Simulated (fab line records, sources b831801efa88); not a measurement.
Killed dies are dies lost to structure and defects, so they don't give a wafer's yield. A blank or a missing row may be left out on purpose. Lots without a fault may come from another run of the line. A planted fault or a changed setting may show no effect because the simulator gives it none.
Which tool did it? | flow gf180mcu | 13 lots, 39 wafers sampled, at 4 steps of a route of 602

WHAT THE GAUGES READ, wafer by wafer
GF_V2_BOW_MEAS_05.
lot  | measured     | on            | V2_BOW (um)
L456 | day 19 06:08 | film_metro-03 | 84 101 102
L457 | day 19 13:34 | film_metro-02 | 88 86 99
L458 | day 20 03:20 | film_metro-02 | 119 117 105
L459 | day 20 12:29 | film_metro-02 | 112 84 100
L460 | day 20 21:04 | film_metro-03 | 119 109 117
L464 | day 22 14:42 | film_metro-02 | 92 96 92
L465 | day 22 20:43 | film_metro-03 | 98 98 100
L474 | day 25 18:23 | film_metro-02 | 94 96 98
L475 | day 25 22:20 | film_metro-03 | 109 106 100
L476 | day 26 10:08 | film_metro-02 | 94 104 87
L477 | day 26 16:14 | film_metro-02 | 114 104 101
L478 | day 26 22:59 | film_metro-03 | 108 100 103
L479 | day 27 03:55 | film_metro-02 | 119 111 102

GF_V2_CD_MEAS_14: target cd 260 nm.
lot  | measured     | on        | cd_nm (nm)
L456 | day 20 06:29 | cd_sem-01 | 260.3 260.6 260.0
L457 | day 20 14:07 | cd_sem-02 | 260.9 262.2 261.3
L458 | day 21 03:22 | cd_sem-02 | 259.7 259.8 260.8
L459 | day 21 12:19 | cd_sem-01 | 260.5 259.9 261.7
L460 | day 21 20:33 | cd_sem-02 | 261.1 260.8 262.9
L464 | day 23 13:06 | cd_sem-01 | 260.7 262.0 260.1
L465 | day 23 19:27 | cd_sem-02 | 261.4 261.1 261.7
L474 | day 26 15:43 | cd_sem-02 | 260.5 259.9 259.9
L475 | day 26 19:20 | cd_sem-01 | 259.7 260.0 260.0
L476 | day 27 06:11 | cd_sem-01 | 261.7 261.0 259.9
L477 | day 27 12:11 | cd_sem-01 | 258.8 259.1 258.3
L478 | day 27 18:55 | cd_sem-01 | 260.1 260.9 261.7
L479 | day 28 00:14 | cd_sem-01 | 261.3 262.2 262.1

GF_V3_CD_MEAS_14: target cd 260 nm.
lot  | measured     | on        | cd_nm (nm)
L456 | day 22 09:15 | cd_sem-02 | 259.8 259.9 259.3
L457 | day 22 17:31 | cd_sem-01 | 257.1 258.0 259.4
L458 | day 23 05:07 | cd_sem-02 | 259.6 258.7 259.9
L459 | day 23 14:55 | cd_sem-02 | 261.0 259.7 258.5
L460 | day 23 23:12 | cd_sem-02 | 261.2 262.2 262.3
L464 | day 25 12:49 | cd_sem-02 | 259.1 259.0 259.7
L465 | day 25 18:11 | cd_sem-01 | 260.2 260.0 260.9
L474 | day 28 11:04 | cd_sem-01 | 260.2 261.1 260.4
L475 | day 28 14:02 | cd_sem-02 | 261.1 262.3 262.0
L476 | day 29 00:24 | cd_sem-01 | 259.6 258.9 259.6
L477 | day 29 06:15 | cd_sem-02 | 261.5 261.1 261.6
L478 | day 29 12:35 | cd_sem-02 | 258.4 259.2 258.7
L479 | day 29 18:11 | cd_sem-01 | 258.6 259.2 260.9

WHICH TOOL RAN EACH LOT (tool, then ch and the chambers of the sampled wafers, then the start)
lot  | GF_POLY_GATE_OXIDATION_16
L456 | furnace-01 ch 0, day 9 06:25
L457 | furnace-01 ch 0, day 9 11:52
L458 | furnace-01 ch 0, day 9 22:21
L459 | furnace-02 ch 0, day 10 02:30
L460 | furnace-01 ch 0, day 10 10:59
L464 | furnace-02 ch 0, day 11 18:38
L465 | furnace-02 ch 0, day 11 23:01
L474 | furnace-01 ch 0, day 14 14:31
L475 | furnace-02 ch 0, day 14 19:58
L476 | furnace-02 ch 0, day 15 06:46
L477 | furnace-01 ch 0, day 15 11:44
L478 | furnace-01 ch 0, day 15 22:37
L479 | furnace-01 ch 0, day 16 01:13
- GF_POLY_GATE_OXIDATION_16: stabilise 600 s, purge 300 s, target thk 4 nm.

WHAT THE TOOLS THEMSELVES READ (means of the sampled wafers that have a number; where no wafer has one, the mark that the record gives instead)
GF_POLY_GATE_OXIDATION_16.
lot  | tool       | spike_tc_bottom_C (C) | spike_tc_centre_C (C) | spike_tc_lower_C (C) | spike_tc_top_C (C) | spike_tc_upper_C (C) | tube_center_temp_C (C) | tube_center_temp_C_max | zone_power_lower_pct (%) | zone_power_upper_pct (%)
L456 | furnace-01 | 867.6                 | 850.4                 | 850.2                | 861.1              | 851.0                | 849.98                 | 852.1                  | 15.5                     | 15.09
L457 | furnace-01 | 867.4                 | 849.8                 | 851.0                | 861.5              | 851.2                | 849.97                 | 852.1                  | 15.4                     | 15.12
L458 | furnace-01 | 866.9                 | 852.1                 | 850.7                | 861.4              | 851.1                | 850.07                 | 852.1                  | 15.2                     | 15.09
L459 | furnace-02 | 867.7                 | 850.9                 | 853.2                | 860.2              | 852.4                | 849.98                 | 852.0                  | 14.7                     | 15.05
L460 | furnace-01 | 866.3                 | 850.4                 | 851.0                | 861.3              | 851.2                | 850.01                 | 852.2                  | 15.5                     | 14.99
L464 | furnace-02 | 873.8                 | 857.6                 | 860.3                | 866.4              | 859.1                | 856.33                 | 858.6                  | 14.8                     | 15.23
L465 | furnace-02 | 873.4                 | 856.7                 | 859.0                | 865.9              | 858.4                | 856.43                 | 858.6                  | 14.9                     | 15.38
L474 | furnace-01 | 868.0                 | 851.8                 | 850.4                | 861.1              | 851.7                | 849.89                 | 851.8                  | 15.5                     | 15.03
L475 | furnace-02 | 866.5                 | 850.6                 | 854.0                | 860.7              | 851.2                | 850.07                 | 852.4                  | 14.5                     | 15.19
L476 | furnace-02 | 867.4                 | 849.3                 | 854.0                | 860.4              | 852.8                | 850.01                 | 852.3                  | 14.6                     | 15.20
L477 | furnace-01 | 866.5                 | 851.6                 | 851.2                | 861.9              | 851.1                | 849.99                 | 852.3                  | 15.4                     | 14.85
L478 | furnace-01 | 866.7                 | 851.7                 | 851.3                | 861.2              | 851.8                | 849.98                 | 851.6                  | 15.5                     | 14.83
L479 | furnace-01 | 867.5                 | 851.5                 | 851.4                | 861.8              | 851.8                | 850.02                 | 852.1                  | 15.4                     | 14.86

THE ANSWER, worked out from the rows above alone
Rule: what is usual is taken from the lots themselves. Put in order of their means at a reading, lots are off if they are a third of the lots or fewer, leave a main group of 4 or more, and stand apart from it by a gap of 3 or more times the standard deviation of the main group's means; of several such gaps the widest counts. A main group whose means are all the same, to the digits that the tables above print for the reading, isn't used. A lot without any number at a reading at which 4 lots or more have one is off too. The other lots that the step has rows for count as sound. The gauges are gone through in route order, then the tools' own readings, and for those a lot's mean is taken as printed above. The first step at which some lot is off is used, and at that step the reading that is off furthest; a lot without a number counts as furthest.
Off: L464, L465, at GF_POLY_GATE_OXIDATION_16 (tube_center_temp_C). The main group: mean 850.00 C, standard deviation 0.047.
A tool fits if, at that step or a process step before it, it ran every lot that is off, and no sound lot after the first of them. None of those tried fits.

WHAT THE SIMULATOR HAD PUT IN
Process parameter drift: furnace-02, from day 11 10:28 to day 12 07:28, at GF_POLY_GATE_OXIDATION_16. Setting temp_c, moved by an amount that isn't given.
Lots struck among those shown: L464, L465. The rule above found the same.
